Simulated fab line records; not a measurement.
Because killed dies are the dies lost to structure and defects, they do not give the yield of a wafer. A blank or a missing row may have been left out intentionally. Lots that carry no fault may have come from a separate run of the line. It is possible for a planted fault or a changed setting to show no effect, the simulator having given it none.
Struck lot and sound lot, side by side / flow sky130 / 23 out of 708 route steps
Sound: these wafers, L262.4, L262.5, L262.6. Struck: wafer L271.5; the same lot's L271.4 was not struck, so it is left out; see the end for the cause.
Each step with rows lists, per side, the tool, then ch with its chambers, then its first start. Under that, the readings that differ: sound wafers / struck wafers / difference of the means / sigmas: that difference in standard deviations of wafers without a fault.
alike: words and numbers the same on both sides, and readings whose means are apart by under 2 such deviations; not compared: readings that were withheld, readings missing a value for some wafer, numbers with overlapping values and no deviation given by the record, and bounds like >300 which may hide the same value.
The two part at a step that has a row with sigmas, a row that says differs or no value, or rows on one side only. Numbers that have no deviation but don't overlap get no sigmas and don't part them. A reading missing from all wafers of one side parts the sides only when that side holds two or more wafers.

first, 6 steps without rows for these wafers: SKY_VT_ADJUST_LVTN_HMDS_12 (prime time 60 s); SKY_VT_ADJUST_LVTN_COAT_13 (resist thk 1140 nm); SKY_VT_ADJUST_LVTN_SOFTBAKE_14 (time 60 s); SKY_VT_ADJUST_LVTN_EXPOSE_15 (exposes mask HVN STD DERIVED, target cd 600 nm); SKY_VT_ADJUST_LVTN_PEB_16; SKY_VT_ADJUST_LVTN_DEVELOP_17 (develop time 60 s).
SKY_VT_ADJUST_LVTN_OVL_MEAS_18:
  sound on overlay-01 at day 9 12:15; struck on overlay-02 at day 11 17:52
reading=VT_ADJUST_LVTN_01_OVL (nm); sound=-2.4 -2.9 -3.4; struck=2.5; difference=+5.4; sigmas=+3
then, 1 step without rows for these wafers: SKY_VT_ADJUST_LVTN_IMPLANT_19.
SKY_VT_ADJUST_LVTN_STRIP_20: strips in O2/N2.
  sound on plasmaAsher-01 ch 0,1, day 9 12:27; struck on plasmaAsher-04 ch 1, day 11 18:04
  alike: drypumpMotorCurrentA, oesProductAu, stripTimeToEndpointS
  not compared: rfHoursCounterH
SKY_VT_ADJUST_LVTN_TW_MEAS_21:
  sound on filmMetro-02 at day 9 12:33; struck on filmMetro-04 at day 11 18:10
  alike: VT_ADJUST_LVTN_2_TW
then, 2 steps without rows for these wafers: SKY_VT_ADJUST_NCORE_DEHYDRATE_00 (time 60 s); SKY_VT_ADJUST_NCORE_HMDS_01 (prime time 60 s).
SKY_VT_ADJUST_NCORE_COAT_02: resist thk 1140 nm.
  sound on lithoTrack-02 ch 0, day 9 23:01; struck on lithoTrack-02 ch 0, day 12 05:42
reading=model.NOVOLAK_of_VT_ADJUST_NCORE_COAT_02.thkNm (nm); sound=1142 1147 1143; struck=1232; difference=+88; sigmas=
then, 3 steps without rows for these wafers: SKY_VT_ADJUST_NCORE_SOFTBAKE_03 (time 60 s); SKY_VT_ADJUST_NCORE_EXPOSE_04 (exposes mask LVTN COMPLEMENT THIN, target cd 380 nm); SKY_VT_ADJUST_NCORE_PEB_05.
SKY_VT_ADJUST_NCORE_DEVELOP_06: develop time 60 s.
  sound on lithoTrack-04 ch 0, day 10 10:26; struck on lithoTrack-02 ch 0, day 12 18:24
reading=model.NOVOLAK_of_VT_ADJUST_NCORE_COAT_02.thkNm (nm); sound=1142 1147 1143; struck=1231; difference=+87; sigmas=
SKY_VT_ADJUST_NCORE_CD_MEAS_07 targets a cd of 380 nm.
  sound on cdSem-02 at day 10 10:34; struck on cdSem-02 at day 12 18:32
reading=cdNm (nm); sound=385.5 382.2 382.1; struck=371.9; difference=-11.4; sigmas=-5
SKY_VT_ADJUST_NCORE_OVL_MEAS_08:
  sound on overlay-01 at day 10 10:39; struck on overlay-01 at day 12 18:37
  alike: VT_ADJUST_NCORE_OVL
then, 1 step without rows for these wafers: SKY_VT_ADJUST_NCORE_IMPLANT_09.
SKY_VT_ADJUST_NCORE_STRIP_10: strips in O2/N2.
  sound on plasmaAsher-02 ch 0,1, day 10 10:51; struck on plasmaAsher-03 ch 0, day 12 18:49
reading=drypumpMotorCurrentA (A); sound=6.5 6.6 5.7; struck=5.4; difference=-0.9; sigmas=-2
reading=stripTimeToEndpointS (s); sound=14.21 14.26 14.21; struck=15.23; difference=+1.00; sigmas=+25
  alike: oesProductAu
  not compared: rfHoursCounterH
SKY_VT_ADJUST_NCORE_TW_MEAS_11:
  sound on filmMetro-02 at day 10 10:57; struck on filmMetro-01 at day 12 18:55
  alike: VT_ADJUST_NCORE_TW
SKY_PAD_OPEN_PROBE_99:
  the record holds rows for the sound wafers here (prober-02, day 47 09:53) but none for the struck ones

## WHERE THEY PART
Earliest at SKY_VT_ADJUST_LVTN_OVL_MEAS_18; latest, in this record, at SKY_PAD_OPEN_PROBE_99.

WHY: what the simulator had put in
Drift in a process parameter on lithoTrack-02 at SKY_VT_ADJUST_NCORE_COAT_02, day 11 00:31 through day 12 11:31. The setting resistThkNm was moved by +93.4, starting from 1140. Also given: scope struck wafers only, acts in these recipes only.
